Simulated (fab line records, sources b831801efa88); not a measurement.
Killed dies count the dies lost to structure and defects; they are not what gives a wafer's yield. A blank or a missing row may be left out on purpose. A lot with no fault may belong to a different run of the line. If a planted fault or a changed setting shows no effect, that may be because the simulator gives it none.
Which tool is to blame? ; flow sfq_line ; 14 lots with 42 wafers sampled at 3 steps, on a route of 325 steps

## WHAT THE GAUGES READ, wafer by wafer
The record holds no reading of a measuring or inspecting step that can be judged against a usual standard deviation.

## WHICH TOOL RAN EACH LOT (tool, then ch and the chambers of the sampled wafers, then the start)
lot;SFQ_TRILAYER_I0_CMP_CMP_028;SFQ_TRILAYER_I0_METRO_MEASURE_029;SFQ_TRILAYER_I0_VIA_ETCH_VIA_ETCH_034
L667;cmp-01 ch 0,3, day 12 03:35;film_metro-01, day 12 07:18;rie_diel-02 ch 0,1,2, day 13 15:40
L668;cmp-02 ch 0,2,3, day 12 09:52;film_metro-01, day 12 12:29;rie_diel-04 ch 0,1, day 13 16:52
L669;cmp-01 ch 0,1,3, day 13 05:09;film_metro-01, day 13 07:46;rie_diel-04 ch 0,2, day 13 21:40
L671;cmp-01 ch 0,1,2, day 13 22:39;film_metro-02, day 14 01:46;rie_diel-01 ch 0,2, day 14 20:43
L673;cmp-01 ch 0,2, day 14 11:23;film_metro-04, day 14 14:00;rie_diel-01 ch 1,3, day 15 01:31
L674;cmp-02 ch 1,2,3, day 15 00:53;film_metro-02, day 15 04:01;rie_diel-02 ch 0,1,3, day 15 07:50
L675;cmp-02 ch 1,2,3, day 15 11:29;film_metro-04, day 15 13:48;rie_diel-04 ch 0,1,2, day 15 17:07
L678;cmp-01 ch 1,2,3, day 16 08:42;film_metro-02, day 16 11:19;rie_diel-01 ch 0,1,2, day 16 14:51
L679;cmp-02 ch 0,3, day 16 18:59;film_metro-01, day 16 22:07;rie_diel-02 ch 1,3, day 17 01:38
L680;cmp-02 ch 1,2,3, day 17 03:11;film_metro-02, day 17 05:43;rie_diel-02 ch 1,3, day 17 08:50
L681;cmp-02 ch 0,2,3, day 17 11:58;film_metro-02, day 17 15:17;rie_diel-04 ch 0,1, day 17 19:29
L687;cmp-02 ch 0,3, day 19 14:52;film_metro-04, day 19 18:23;rie_diel-01 ch 1,2, day 26 09:19
L688;cmp-02 ch 1,2, day 20 03:22;film_metro-01, day 20 06:23;rie_diel-01 ch 0,3, day 26 20:07
L690;cmp-01 ch 1,3, day 21 12:15;film_metro-04, day 21 15:22;rie_diel-04 ch 2,3, day 28 02:14
- SFQ_TRILAYER_I0_CMP_CMP_028: polishes SiO2.
- SFQ_TRILAYER_I0_METRO_MEASURE_029
- SFQ_TRILAYER_I0_VIA_ETCH_VIA_ETCH_034: etches SiO2 in CHF3, stops on Nb, target depth 260 nm.

## AS READ BY THE TOOLS THEMSELVES (means over the sampled wafers that have a number; for cases with no such wafer, the mark the record gives instead)
SFQ_TRILAYER_I0_CMP_CMP_028.
lot;tool;motor_current_A (A);time_to_endpoint_s (s)
L667;cmp-01;9.7;221
L668;cmp-02;10.7;211
L669;cmp-01;10.0;217
L671;cmp-01;10.6;203
L673;cmp-01;10.7;204
L674;cmp-02;10.2;207
L675;cmp-02;10.3;210
L678;cmp-01;10.4;210
L679;cmp-02;10.4;207
L680;cmp-02;10.2;203
L681;cmp-02;10.4;203
L687;cmp-02;10.7;185
L688;cmp-02;9.5;166
L690;cmp-01;9.7;202

SFQ_TRILAYER_I0_METRO_MEASURE_029.
lot;tool;thk_nm (nm)
L667;film_metro-01;200.0
L668;film_metro-01;198.3
L669;film_metro-01;198.9
L671;film_metro-02;198.5
L673;film_metro-04;199.4
L674;film_metro-02;199.6
L675;film_metro-04;199.3
L678;film_metro-02;200.3
L679;film_metro-01;199.8
L680;film_metro-02;197.9
L681;film_metro-02;198.9
L687;film_metro-04;232.0
L688;film_metro-01;249.5
L690;film_metro-04;198.9

SFQ_TRILAYER_I0_VIA_ETCH_VIA_ETCH_034.
lot;tool;drypump_motor_current_A (A);oes_product_au (a.u.)
L667;rie_diel-02;5.7;0.856
L668;rie_diel-04;5.6;0.857
L669;rie_diel-04;5.7;0.850
L671;rie_diel-01;5.8;0.849
L673;rie_diel-01;5.7;0.854
L674;rie_diel-02;5.8;0.854
L675;rie_diel-04;5.5;0.850
L678;rie_diel-01;5.9;0.850
L679;rie_diel-02;5.9;0.852
L680;rie_diel-02;5.7;0.853
L681;rie_diel-04;5.6;0.849
L687;rie_diel-01;6.0;0.923
L688;rie_diel-01;5.6;0.975
L690;rie_diel-04;5.5;0.852

## THE ANSWER, worked out from the rows above alone
Rule: what is usual is taken from the lots themselves. Put in order of their means at a reading, lots are off if they are a third of the lots or fewer, leave a main group of 4 or more, and stand apart from it by a gap of 3 or more times the standard deviation of the main group's means; of several such gaps the widest counts. Not used: any main group whose means are identical at the precision the tables above print for the reading. A lot without any number at a reading at which 4 lots or more have one is off too. Where the step has rows for the other lots, those lots are counted as sound. After the gauges, taken in route order, come the tools' own readings; for these a lot's mean is taken, as printed above. At the first step where some lot is off, the reading lying furthest off is the one used; lots without a number count as furthest.
Off at SFQ_TRILAYER_I0_METRO_MEASURE_029 (thk_nm): L687, L688. The main group has a mean of 199.2 nm with a standard deviation of 0.69.
A tool fits if, at that step or a process step before it, it ran every lot that is off, and no sound lot after the first of them. One fits: cmp-02 at SFQ_TRILAYER_I0_CMP_CMP_028. Its last sound lot is L681 (day 17 11:58), its first lot that is off L687 (day 19 14:52): a fault that began between those two fits.
On the lots that are off, the tool's own readings at SFQ_TRILAYER_I0_CMP_CMP_028 differ by more than 5 times the standard deviation of the sound lots' means, which bears it out; time_to_endpoint_s reads 176 s there versus 208 s on the sound lots.

## WHAT THE SIMULATOR HAD PUT IN
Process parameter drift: cmp-02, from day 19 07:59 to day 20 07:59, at SFQ_TRILAYER_I0_CMP_CMP_028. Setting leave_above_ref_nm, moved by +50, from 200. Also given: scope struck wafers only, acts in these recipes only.
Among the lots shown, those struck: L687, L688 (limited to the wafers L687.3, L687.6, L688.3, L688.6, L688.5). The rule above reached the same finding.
